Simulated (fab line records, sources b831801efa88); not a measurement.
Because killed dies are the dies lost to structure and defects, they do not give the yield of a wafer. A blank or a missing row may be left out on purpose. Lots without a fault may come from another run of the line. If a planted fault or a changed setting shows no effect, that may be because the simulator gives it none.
Chamber matching ; flow sky130 ; cmp-02 running SKY_VIA4_CMP_02: 4 sister chambers
The step polishes SiO2. 4 wafers are shown with their chamber, then 10 later ones without.

WAFERS, EACH WITH ITS CHAMBER
wafer;chamber;motor-current-A (A)
L336.3;2;11.4
L336.6;1;12.0
L340.2;3;13.3
L340.3;0;12.1

WAFERS MISSING THEIR CHAMBER
wafer;motor-current-A (A)
L340.6;12.1
L341.3;11.6
L341.4;13.0
L341.6;12.8
L350.2;12.5
L350.3;13.3
L350.6;13.6
L351.1;12.7
L351.2;13.1
L351.3;10.8

CHAMBER TAKEN BY EACH
wafer;from the rows above;in truth
L340.6;can't be placed: 0 or 1 or 2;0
L341.3;can't be placed: 2 or 1 or 0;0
L341.4;can't be placed: 3 or 0 or 1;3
L341.6;can't be placed: 3 or 0 or 1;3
L350.2;can't be placed: 0 or 1 or 3 or 2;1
L350.3;3;3
L350.6;3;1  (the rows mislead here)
L351.1;can't be placed: 0 or 3 or 1 or 2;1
L351.2;3;3
L351.3;can't be placed: 2 or 1 or 0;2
Correct placement for 2 of the 10. Unplaceable from these rows: 7, with the true chamber sitting among the candidates in 7. Number placed wrongly: 1.
How it was worked out, from the rows above alone: a wafer's distance from a chamber is the root of the sum, over the readings, of the square of ((its reading less the chamber's mean) divided by the reading's scatter). If the next closest chamber is less than 2 further off than the closest, the wafer can't be placed; otherwise it belongs to the closest. The mean given for a chamber averages the wafers shown for that chamber. The scatter (one wafer shown for each chamber): square how far every hidden wafer sits from the nearest shown wafer, average those squares and take the square root.
